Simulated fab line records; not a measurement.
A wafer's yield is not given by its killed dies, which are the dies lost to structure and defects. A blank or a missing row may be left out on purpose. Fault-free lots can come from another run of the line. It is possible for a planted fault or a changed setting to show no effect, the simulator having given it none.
Matching of chambers / flow sky130 / SKY_VIA3_CMP_24 on cmp-02: 4 sister chambers
The step polishes, stops on SiO2, t overpolish 20 s, target thk 0 nm. 8 wafers are shown with their chamber, then 12 later ones without.

EACH WAFER AND ITS CHAMBER
wafer=L086.5; chamber=3; time_to_endpoint_s (s)=94; motor_current_A (A)=11.7
wafer=L086.6; chamber=2; time_to_endpoint_s (s)=97; motor_current_A (A)=11.3
wafer=L088.4; chamber=3; time_to_endpoint_s (s)=93; motor_current_A (A)=11.7
wafer=L088.5; chamber=2; time_to_endpoint_s (s)=97; motor_current_A (A)=11.2
wafer=L088.6; chamber=1; time_to_endpoint_s (s)=91; motor_current_A (A)=11.0
wafer=L089.3; chamber=0; time_to_endpoint_s (s)=92; motor_current_A (A)=12.0
wafer=L089.5; chamber=0; time_to_endpoint_s (s)=95; motor_current_A (A)=11.3
wafer=L089.6; chamber=1; time_to_endpoint_s (s)=93; motor_current_A (A)=11.2

WAFERS WHOSE CHAMBER IS MISSING
wafer=L089.1; time_to_endpoint_s (s)=98; motor_current_A (A)=11.2
wafer=L089.2; time_to_endpoint_s (s)=93; motor_current_A (A)=11.5
wafer=L089.4; time_to_endpoint_s (s)=91; motor_current_A (A)=11.3
wafer=L091.2; time_to_endpoint_s (s)=92; motor_current_A (A)=11.1
wafer=L091.5; time_to_endpoint_s (s)=94; motor_current_A (A)=11.2
wafer=L091.6; time_to_endpoint_s (s)=99; motor_current_A (A)=12.3
wafer=L095.2; time_to_endpoint_s (s)=99; motor_current_A (A)=11.4
wafer=L095.3; time_to_endpoint_s (s)=95; motor_current_A (A)=11.2
wafer=L095.6; time_to_endpoint_s (s)=95; motor_current_A (A)=11.1
wafer=L097.4; time_to_endpoint_s (s)=90; motor_current_A (A)=11.4
wafer=L097.5; time_to_endpoint_s (s)=89; motor_current_A (A)=11.0
wafer=L097.6; time_to_endpoint_s (s)=98; motor_current_A (A)=10.9

EACH ONE'S CHAMBER
wafer=L089.1; from the rows above=2; in truth=2
wafer=L089.2; from the rows above=can't be placed: 0 or 3 or 1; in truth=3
wafer=L089.4; from the rows above=can't be placed: 1 or 0 or 3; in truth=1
wafer=L091.2; from the rows above=1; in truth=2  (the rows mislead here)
wafer=L091.5; from the rows above=can't be placed: 1 or 0 or 3 or 2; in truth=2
wafer=L091.6; from the rows above=can't be placed: 2 or 3 or 0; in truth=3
wafer=L095.2; from the rows above=2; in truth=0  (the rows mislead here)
wafer=L095.3; from the rows above=can't be placed: 2 or 0 or 3 or 1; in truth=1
wafer=L095.6; from the rows above=can't be placed: 2 or 1 or 0 or 3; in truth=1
wafer=L097.4; from the rows above=can't be placed: 1 or 0 or 3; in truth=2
wafer=L097.5; from the rows above=can't be placed: 1 or 0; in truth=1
wafer=L097.6; from the rows above=2; in truth=2
2 of 12 placed correctly. Can't be placed from these rows: 8 (the true chamber is among the candidates in 7). Placed wrongly: 2.
How it was worked out, from the rows above alone: a wafer's distance from a chamber is the root of the sum, over the readings, of the square of ((its reading less the chamber's mean) divided by the reading's scatter). The wafer belongs to the nearest chamber; if the next one is less than 2 further off, it can't be placed. A chamber's mean is the mean of its shown wafers. The scatter is the square root of a quotient: the sum, over the shown wafers, of each reading's squared deviation from its chamber's mean, divided by wafers minus chambers.
